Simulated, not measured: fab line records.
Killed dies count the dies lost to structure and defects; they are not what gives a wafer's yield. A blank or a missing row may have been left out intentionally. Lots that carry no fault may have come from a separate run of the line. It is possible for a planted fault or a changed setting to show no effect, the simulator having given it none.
What tool caused it? | flow sky130 | 6 lots with 18 wafers sampled at 2 steps, on a route of 708 steps

WHAT THE GAUGES READ, wafer by wafer
SKY_LI_CONTACT_THK_MEAS_01.
lot  | measured     | on            | LI_CONTACT_HDPCVD_THK (nm)
L328 | day 29 11:31 | film_metro-02 | 909 904 906
L329 | day 30 10:07 | film_metro-02 | 931 932 914
L334 | day 31 11:47 | film_metro-03 | 926 926 924
L338 | day 32 06:35 | film_metro-02 | 750 763 759
L339 | day 33 03:11 | film_metro-02 | 771 769 748
L346 | day 34 20:57 | film_metro-04 | 928 929 927

WHICH TOOL RAN EACH LOT (tool, then ch and the chambers of the sampled wafers, then the start)
lot  | SKY_LI_CONTACT_HDPCVD_00
L328 | hdpcvd-02 ch 0,1,2, day 29 11:26
L329 | hdpcvd-01 ch 0,1, day 30 10:00
L334 | hdpcvd-01 ch 1,2, day 31 11:40
L338 | hdpcvd-02 ch 0,1,2, day 32 06:28
L339 | hdpcvd-02 ch 0,1,2, day 33 03:05
L346 | hdpcvd-01 ch 0,1,2, day 34 20:51
- SKY_LI_CONTACT_HDPCVD_00: deposits PSG, target thk 930 nm, time 155 s.

THE ANSWER, worked out from the rows above alone
Rule: usual is defined by the lots themselves. The widest of any qualifying gaps counts: lots, ordered by their means at a reading, are off when they make up no more than a third of the lots, leave a main group of 4 or more, and stand apart from it by 3 or more times the standard deviation of that group's means. A main group is skipped when, at the precision printed for the reading in the tables above, its means are all equal. Also off: a lot with no number at a reading for which 4 or more lots have one. Any other lot the step has rows for is counted as sound.
Off: L338, L339, at SKY_LI_CONTACT_THK_MEAS_01 (LI_CONTACT_HDPCVD_THK). The main group: mean 921 nm, standard deviation 8.7.
A tool fits if, at a process step before that reading, it ran every lot that is off, and no sound lot after the first of them. Gauges at SKY_LI_CONTACT_THK_MEAS_01: tried the same way as those tools. Can't be told from this: 2 tools fit, hdpcvd-02 at SKY_LI_CONTACT_HDPCVD_00, film_metro-02 at SKY_LI_CONTACT_THK_MEAS_01.

WHAT THE SIMULATOR HAD INSERTED
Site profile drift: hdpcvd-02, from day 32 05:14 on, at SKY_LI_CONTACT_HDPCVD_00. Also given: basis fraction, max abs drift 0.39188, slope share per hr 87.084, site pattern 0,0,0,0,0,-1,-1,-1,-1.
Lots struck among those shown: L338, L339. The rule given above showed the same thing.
